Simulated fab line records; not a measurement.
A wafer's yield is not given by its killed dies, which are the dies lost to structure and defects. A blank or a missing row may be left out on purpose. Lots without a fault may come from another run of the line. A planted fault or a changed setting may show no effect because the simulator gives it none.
Which tool did it? -- flow gf180mcu -- 7 lots, 21 wafers sampled, at 2 steps of a route of 602

## WHAT EACH GAUGE READ, for each wafer
GF_M2_OVL_MEAS_15.
lot,measured,on,M2_OVL (nm)
L109,day 19 11:58,overlay-02,4 -8 -4
L113,day 21 06:00,overlay-01,4 -9 -6
L115,day 21 20:40,overlay-01,13 2 6
L117,day 22 12:01,overlay-01,-1 -4 4
L119,day 23 03:46,overlay-02,-7 -4 -4
L123,day 24 23:01,overlay-02,-11 -5 -14
L128,day 26 08:01,overlay-02,1 5 1

## TOOL THAT RAN EACH LOT (tool first, then ch and the chambers of the sampled wafers, then the start)
lot,GF_POLY_GATE_DEVELOP_09
L109,"litho-track-03 ch 0, day 9 11:59"
L113,"litho-track-01 ch 0, day 10 18:41"
L115,"litho-track-03 ch 0, day 11 06:20"
L117,"litho-track-03 ch 0, day 11 19:44"
L119,"litho-track-02 ch 0, day 12 09:27"
L123,"litho-track-01 ch 0, day 13 16:52"
L128,"litho-track-03 ch 0, day 15 07:41"
- GF_POLY_GATE_DEVELOP_09: develop time 60 s.

## THE ANSWER, worked out from the rows above alone
Rule: usual is defined by the lots themselves. The widest of any qualifying gaps counts: lots, ordered by their means at a reading, are off when they make up no more than a third of the lots, leave a main group of 4 or more, and stand apart from it by 3 or more times the standard deviation of that group's means. Not used: any main group whose means are identical at the precision the tables above print for the reading. A lot without any number at a reading at which 4 lots or more have one is off too. The other lots that the step has rows for count as sound.
Across all readings shown, no lot is off: no conclusion can be drawn from this.

## WHAT HAD BEEN PUT IN BY THE SIMULATOR
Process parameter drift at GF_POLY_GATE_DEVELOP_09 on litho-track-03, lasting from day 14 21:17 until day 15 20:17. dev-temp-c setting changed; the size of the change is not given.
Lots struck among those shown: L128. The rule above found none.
